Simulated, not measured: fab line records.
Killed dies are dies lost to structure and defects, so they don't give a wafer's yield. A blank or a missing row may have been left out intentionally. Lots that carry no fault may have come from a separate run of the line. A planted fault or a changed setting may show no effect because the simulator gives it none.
Which tool is to blame? + flow sky130 + route of 708 steps, sampled at 1 step: 6 lots, 18 wafers

WHAT THE GAUGES READ, wafer by wafer
SKY_CAPM_THK_MEAS_01.
| lot  | measured     | on            | CAPM_CVD_00_THK (nm) |
|------|--------------|---------------|----------------------|
| L606 | day 36 22:16 | film metro-03 | 15.30 15.31 15.48    |
| L608 | day 37 16:35 | film metro-03 | 14.96 15.11 15.59    |
| L618 | day 40 09:59 | film metro-04 | 15.41 15.80 15.79    |
| L620 | day 40 19:32 | film metro-04 | 14.91 15.47 15.27    |
| L622 | day 41 09:41 | film metro-04 | 15.47 15.34 15.69    |
| L626 | day 42 14:53 | film metro-01 | 15.28 15.39 15.37    |

TOOL THAT RAN EACH LOT (tool first, then ch and the chambers of the sampled wafers, then the start)
No process step before these readings appears in the record.

THE ANSWER, worked out from the rows above alone
Rule: the usual values come from the lots themselves. Put in order of their means at a reading, lots are off if they are a third of the lots or fewer, leave a main group of 4 or more, and stand apart from it by a gap of 3 or more times the standard deviation of the main group's means; of several such gaps the widest counts. Not used: any main group whose means are identical at the precision the tables above print for the reading. Also off: a lot with no number at a reading for which 4 or more lots have one. Where the step has rows for the other lots, those lots are counted as sound.
No lot is off at any reading shown: from this, nothing can be told.

WHAT HAD BEEN PUT IN BY THE SIMULATOR
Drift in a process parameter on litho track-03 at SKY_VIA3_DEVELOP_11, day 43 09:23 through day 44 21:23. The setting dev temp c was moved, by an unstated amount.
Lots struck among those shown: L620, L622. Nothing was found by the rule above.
